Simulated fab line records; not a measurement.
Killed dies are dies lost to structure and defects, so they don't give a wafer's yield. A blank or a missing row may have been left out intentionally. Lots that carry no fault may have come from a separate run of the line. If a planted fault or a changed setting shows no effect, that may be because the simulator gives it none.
Comparing a struck lot with a sound one | flow sky130 | 18 steps out of a route of 708
Sound: wafers L504.3, L504.5, L504.6. The struck wafers were L495.2, L495.5, L495.6. At the end, the cause is stated.
Per side, at each step with rows, come the tool, then ch with its chambers, and then its first start. Under that, the readings that differ: sound wafers | struck wafers | difference of the means | sigmas: that difference in standard deviations of wafers without a fault.
alike: same words and numbers on both sides, and readings whose means sit less than 2 such deviations apart. not compared: any withheld reading, any reading some wafer has no value for, any bound like >300 that may hide the same value, and any number with overlapping values for which the record gives no deviation.
The two part at a step that has a row with sigmas, a row that says differs or no value, or rows on one side only. Non-overlapping numbers with no deviation appear without sigmas and do not part them. Lack of a reading on every wafer of one side parts them only where that side has two or more wafers.

first, 1 step without rows for these wafers: SKY_VT_ADJUST_PCH_IMPLANT_08.
SKY_VT_ADJUST_PCH_STRIP_09: strips in O2/N2.
  sound on plasmaAsher-03 ch 0,1, day 15 02:10; struck on plasmaAsher-02 ch 0,1, day 12 05:59
  alike: drypumpMotorCurrentA, oesProductAu, stripTimeToEndpointS
  not compared: rfHoursCounterH
SKY_VT_ADJUST_PCH_TW_MEAS_10:
  sound on filmMetro-02 at day 15 02:15; struck on filmMetro-02 at day 12 06:05
  alike: VT_ADJUST_PCH_TW
then, 7 steps without rows for these wafers: SKY_SONOS_TUNNEL_DEHYDRATE_00 (time 60 s); SKY_SONOS_TUNNEL_HMDS_01 (prime time 60 s); SKY_SONOS_TUNNEL_COAT_02 (resist thk 1140 nm); SKY_SONOS_TUNNEL_SOFTBAKE_03 (time 60 s); SKY_SONOS_TUNNEL_EXPOSE_04 (exposes mask TUNM, target cd 410 nm); SKY_SONOS_TUNNEL_PEB_05; SKY_SONOS_TUNNEL_DEVELOP_06 (develop time 60 s).
SKY_SONOS_TUNNEL_CD_MEAS_07: target cd 410 nm.
  sound on cdSem-02 at day 16 04:26; struck on cdSem-02 at day 13 06:50
reading   | sound             | struck            | difference | sigmas
cdNm (nm) | 408.9 407.5 406.6 | 413.4 412.5 413.0 | +5.3       | +2
SKY_SONOS_TUNNEL_OVL_MEAS_08:
  sound on overlay-01 at day 16 04:31; struck on overlay-01 at day 13 06:56
  alike: SONOS_TUNNEL_OVL
SKY_SONOS_TUNNEL_IMPLANT_09:
  sound on implanter-01 ch 0, day 16 04:35; struck on implanter-01 ch 0, day 13 06:59
reading          | sound                          | struck                        | difference | sigmas
doseIonsCm2      | 9.996e+11 9.986e+11 1.0001e+12 | 6.142e+11 6.143e+11 6.118e+11 | -3.860e+11 | -99 or more
faradayCurrentUA | 5.66 5.64 5.61                 | 3.48 3.50 3.37                | -2.19      | -20
then, 2 steps without rows for these wafers: SKY_SONOS_TUNNEL_WET_ETCH_10 (etches SiO2 in dHF, target depth 14 nm, time 280 s); SKY_SONOS_TUNNEL_STRIP_11 (strips in SPM, time 600 s).
SKY_SONOS_TUNNEL_TW_MEAS_12:
  sound on filmMetro-03 at day 16 04:59; struck on filmMetro-04 at day 13 07:26
reading         | sound             | struck            | difference | sigmas
SONOS_TUNNEL_TW | 196.4 195.8 197.3 | 173.1 173.8 173.8 | -22.9      | -19
then, 1 step without rows for these wafers: SKY_SONOS_TUNNEL_CLEAN_13 (cleans in dHF, time 20 s).
-- a jump in the record: the struck wafers' starts before and after are 34 days apart (it breaks off in module SONOS_TUNNEL and resumes in module PAD_OPEN, where the first step shown is number 708 of the route) --
SKY_PAD_OPEN_PROBE_99:
  sound on prober-02 at day 49 13:04; struck on prober-01 at day 47 18:59
reading                                 | sound                   | struck                  | difference | sigmas
model.etest.sonosUncharged.rOnOhmUm     | 823.4 829.4 806.1       | 771.3 794.5 767.4       | -41.9      | 
model.etest.sonosProgrammed.offLog10AUm | -13.95 -13.93 -13.96    | -13.61 -13.44 -13.03    | +0.59      | 
model.etest.sonosUncharged.vtV (V)      | -0.4139 -0.3962 -0.4408 | -0.5444 -0.5349 -0.5684 | -0.1323    | 
model.etest.sonosErased.vtV (V)         | -2.206 -2.146 -2.282    | -2.502 -2.47 -2.48      | -0.273     | 
  alike: killed_at_M0_to_M3, killed_at_M4_up, killedAtContacts, killedAtFrontEnd, killedAtOther, killedDies, killedOpen, killedShort
  not compared: model.etest.sonosBaked.vtV

WHERE THEY PART
Last at SKY_SONOS_TUNNEL_TW_MEAS_12 as far as this record goes, first at SKY_SONOS_TUNNEL_CD_MEAS_07. Later steps at which nothing parts them and some readings are alike: SKY_PAD_OPEN_PROBE_99.

WHY: what had been put in by the simulator
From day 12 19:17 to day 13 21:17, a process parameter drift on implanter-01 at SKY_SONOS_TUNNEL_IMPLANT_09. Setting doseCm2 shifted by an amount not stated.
